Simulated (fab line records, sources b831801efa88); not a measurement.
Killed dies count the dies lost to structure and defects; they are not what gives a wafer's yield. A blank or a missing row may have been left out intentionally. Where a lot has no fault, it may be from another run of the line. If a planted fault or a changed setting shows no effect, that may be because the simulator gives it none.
Comparing a struck lot with a sound one | flow sky130 | 44 out of 708 route steps
Sound: these wafers, L256.1, L256.3, L256.5. The struck wafers were L274.2, L274.4, L274.5. The cause is named last.
Per side, at each step with rows, come the tool, then ch with its chambers, and then its first start. Under that, the readings that differ: sound wafers | struck wafers | difference of the means | sigmas: that difference in standard deviations of wafers without a fault.
alike: readings with means less than 2 such deviations apart, plus words and numbers identical on both sides. not compared: withheld readings, readings lacking a value on some wafer, bounds such as >300 that could conceal the same value, and numbers that have no deviation in the record and whose values overlap.
Wherever a step has rows on one side only, a row that says differs or no value, or a row with sigmas, the two part there. Numbers that have no deviation but don't overlap get no sigmas and don't part them. Lack of a reading on every wafer of one side parts them only where that side has two or more wafers.

first, 2 steps without rows for these wafers: SKY_DNWELL_DEVELOP_06 (develop time 60 s); SKY_DNWELL_IMPLANT_07.
SKY_DNWELL_STRIP_08: strips in O2/N2.
  sound on plasma asher-02 ch 0, day 3 14:10; struck on plasma asher-03 ch 0,1, day 7 10:16
  alike: drypump motor current A, oes product au, strip time to endpoint s
  not compared: rf hours counter h
SKY_DNWELL_TW_MEAS_09:
  struck on film metro-02, day 7 10:22; sound on film metro-04, day 3 14:16
  reading   | sound          | struck         | difference | sigmas
  DNWELL_TW | 1125 1124 1124 | 1110 1105 1108 | -17        | -2
then, 7 steps without rows for these wafers: SKY_PWDE_DEHYDRATE_00 (time 60 s); SKY_PWDE_HMDS_01 (prime time 60 s); SKY_PWDE_COAT_02 (resist thk 3000 nm); SKY_PWDE_SOFTBAKE_03; SKY_PWDE_EXPOSE_04 (exposes mask PWDEM, target cd 840 nm); SKY_PWDE_PEB_05; SKY_PWDE_DEVELOP_06 (develop time 60 s).
SKY_PWDE_OVL_MEAS_07:
  struck on overlay-01, day 8 06:28; sound on overlay-02, day 4 05:46
  alike: PWDE_OVL
SKY_PWDE_IMPLANT_08:
  sound on implanter-02 ch 0, day 4 05:48; struck on implanter-01 ch 0, day 8 06:41
  reading            | sound                         | struck                        | difference | sigmas
  dose ions cm2      | 3.597e+12 3.597e+12 3.595e+12 | 3.949e+12 3.938e+12 3.944e+12 | +3.473e+11 | +94
  faraday current uA | 20.5 20.7 21.3                | 22.3 21.5 22.0                | +1.1       | +3
SKY_PWDE_STRIP_09: strips in O2/N2.
  sound on plasma asher-02 ch 0, day 4 05:57; struck on plasma asher-01 ch 0,1, day 8 06:49
  alike: drypump motor current A, oes product au, strip time to endpoint s
  not compared: rf hours counter h
SKY_PWDE_TW_MEAS_10:
  struck on film metro-02, day 8 06:56; sound on film metro-01, day 4 06:03
  reading | sound             | struck            | difference | sigmas
  PWDE_TW | 373.6 375.2 375.5 | 385.3 384.2 387.0 | +10.7      | +6
then, 7 steps without rows for these wafers: SKY_NWELL_DEHYDRATE_03 (time 60 s); SKY_NWELL_HMDS_04 (prime time 60 s); SKY_NWELL_COAT_05 (resist thk 3000 nm); SKY_NWELL_SOFTBAKE_06; SKY_NWELL_EXPOSE_07 (exposes mask NWM, target cd 840 nm); SKY_NWELL_PEB_08; SKY_NWELL_DEVELOP_09 (develop time 60 s).
SKY_NWELL_OVL_MEAS_10:
  struck on overlay-01, day 9 04:28; sound on overlay-02, day 4 21:50
  alike: NWELL_00_OVL
then, 3 steps without rows for these wafers: SKY_NWELL_IMPLANT_11; SKY_NWELL_IMPLANT_12; SKY_NWELL_IMPLANT_13.
SKY_NWELL_STRIP_14: strips in O2/N2.
  sound on plasma asher-01 ch 0,1, day 4 22:19; struck on plasma asher-02 ch 0, day 9 04:56
  alike: drypump motor current A, oes product au, strip time to endpoint s
  not compared: rf hours counter h
SKY_NWELL_TW_MEAS_15:
  struck on film metro-02, day 9 05:03; sound on film metro-01, day 4 22:25
  alike: NWELL_TW
then, 7 steps without rows for these wafers: SKY_NWELL_DEHYDRATE_16 (time 60 s); SKY_NWELL_HMDS_17 (prime time 60 s); SKY_NWELL_COAT_18 (resist thk 3000 nm); SKY_NWELL_SOFTBAKE_19; SKY_NWELL_EXPOSE_20 (exposes mask NWM COMPLEMENT, target cd 840 nm); SKY_NWELL_PEB_21; SKY_NWELL_DEVELOP_22 (develop time 60 s).
SKY_NWELL_OVL_MEAS_23:
  struck on overlay-02, day 10 02:25; sound on overlay-02, day 5 15:16
  alike: NWELL_01_OVL
after that, 1 step had no rows for these wafers: SKY_NWELL_IMPLANT_24.
SKY_NWELL_STRIP_25: strips in O2/N2.
  sound on plasma asher-03 ch 0,1, day 5 15:26; struck on plasma asher-01 ch 0,1, day 10 02:35
  alike: drypump motor current A, oes product au, strip time to endpoint s
  not compared: rf hours counter h
SKY_NWELL_TW_MEAS_26:
  struck on film metro-02, day 10 02:42; sound on film metro-02, day 5 15:32
  alike: NWELL_2_TW
then, 1 step without rows for these wafers: SKY_NWELL_CLEAN_27 (cleans in SC1/SC2, time 150 s).
SKY_NWELL_RTA_28: time 30 s.
  sound on rtp anneal-02 ch 0, day 5 15:42; struck on rtp anneal-01 ch 0, day 10 02:49
  alike: chamber o2 ppm, lamp power pct, wafer_temp_C_max
SKY_NWELL_RS_MEAS_29: uses a four-point probe to measure.
  struck on film metro-01, day 10 02:55; sound on film metro-02, day 5 15:48
  alike: NWELL_RS
SKY_NWELL_RS_MEAS_31: uses a four-point probe to measure.
  struck on film metro-01, day 10 03:10; sound on film metro-02, day 5 16:02
  reading          | sound          | struck         | difference | sigmas
  PWDE_RS (ohm/sq) | 5296 5298 5308 | 4891 4906 4898 | -402       | -18
-- the record jumps here: 40 days lie between the struck wafers' starts before and after (it left off in module NWELL and takes up again in module PAD_OPEN, whose first step shown is number 708 of the route) --
SKY_PAD_OPEN_PROBE_99:
  struck on prober-02, day 50 08:46; sound on prober-01, day 46 10:41
  reading                                   | sound                       | struck              | difference | sigmas
  model.etest.res_p_drift_20v.line ohm um   | 1.191e+04 1.2e+04 1.153e+04 | 9680 9492 1.008e+04 | -2063      |
  model.etest.res_p_drift_20v.rs ohm sq     | 9676 9755 9450              | 7926 7881 8341      | -1578      |
  model.etest.res pwde under gate.rs ohm sq | 6221 6220 6241              | 5635 5602 5653      | -597       |
  alike: killed_at_M0_to_M3, killed_at_M4_up, killed at contacts, killed at front end, killed at other, killed dies, killed open, killed short

WHERE THEY PART
First at SKY_DNWELL_TW_MEAS_09; last, within this record, at SKY_NWELL_RS_MEAS_31. Later steps at which nothing parts them and some readings are alike: SKY_PAD_OPEN_PROBE_99.

WHY: what the simulator had put in
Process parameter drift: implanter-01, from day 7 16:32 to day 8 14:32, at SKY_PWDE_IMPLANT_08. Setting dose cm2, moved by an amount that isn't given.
